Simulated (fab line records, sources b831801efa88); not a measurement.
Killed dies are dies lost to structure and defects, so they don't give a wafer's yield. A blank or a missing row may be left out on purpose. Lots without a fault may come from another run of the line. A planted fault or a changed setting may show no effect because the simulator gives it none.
Which tool did it? | flow sky130 | 12 lots, 36 wafers sampled, at 1 step of a route of 708

WHAT THE GAUGES READ, wafer by wafer
SKY_LDD_HVP_TW_MEAS_10. Usual: LDD_HVP_TW 458, standard deviation 7.3.
lot  | measured     | on            | LDD_HVP_TW  | flag
L431 | day 21 03:43 | film_metro-01 | 449 447 447 |
L433 | day 22 05:22 | film_metro-03 | 458 460 460 |
L435 | day 23 01:53 | film_metro-04 | 468 470 469 |
L437 | day 23 15:53 | film_metro-03 | 458 458 458 |
L438 | day 24 04:52 | film_metro-04 | 465 465 465 |
L439 | day 24 06:59 | film_metro-03 | 459 460 458 |
L442 | day 25 11:55 | film_metro-01 | 447 448 450 |
L443 | day 25 21:38 | film_metro-01 | 446 448 448 |
L449 | day 27 17:46 | film_metro-03 | 462 463 461 |
L451 | day 28 11:40 | film_metro-04 | 464 465 465 |
L453 | day 29 01:46 | film_metro-01 | 447 447 448 |
L454 | day 29 17:43 | film_metro-04 | 466 466 466 |

WHICH TOOL RAN EACH LOT (tool, then ch and the chambers of the sampled wafers, then the start)
The record holds no process step before these readings.

WHAT THE TOOLS THEMSELVES READ (means of the sampled wafers that have a number; where no wafer has one, the mark that the record gives instead)
The record holds no such reading with a usual standard deviation.

THE ANSWER, worked out from the rows above alone
Rule: a lot is off if the mean of its wafers that have a number lies more than 3 standard deviations from the usual mean. A lot without any number at a reading at which 4 lots or more have one is off too. The other lots that the step has rows for count as sound. The gauges are gone through in route order, then the tools' own readings, and for those a lot's mean is taken as printed above. The first step at which some lot is off is used, and at that step the reading that is off furthest; a lot without a number counts as furthest.
No lot is off at any reading shown: from this, nothing can be told.

WHAT THE SIMULATOR HAD PUT IN
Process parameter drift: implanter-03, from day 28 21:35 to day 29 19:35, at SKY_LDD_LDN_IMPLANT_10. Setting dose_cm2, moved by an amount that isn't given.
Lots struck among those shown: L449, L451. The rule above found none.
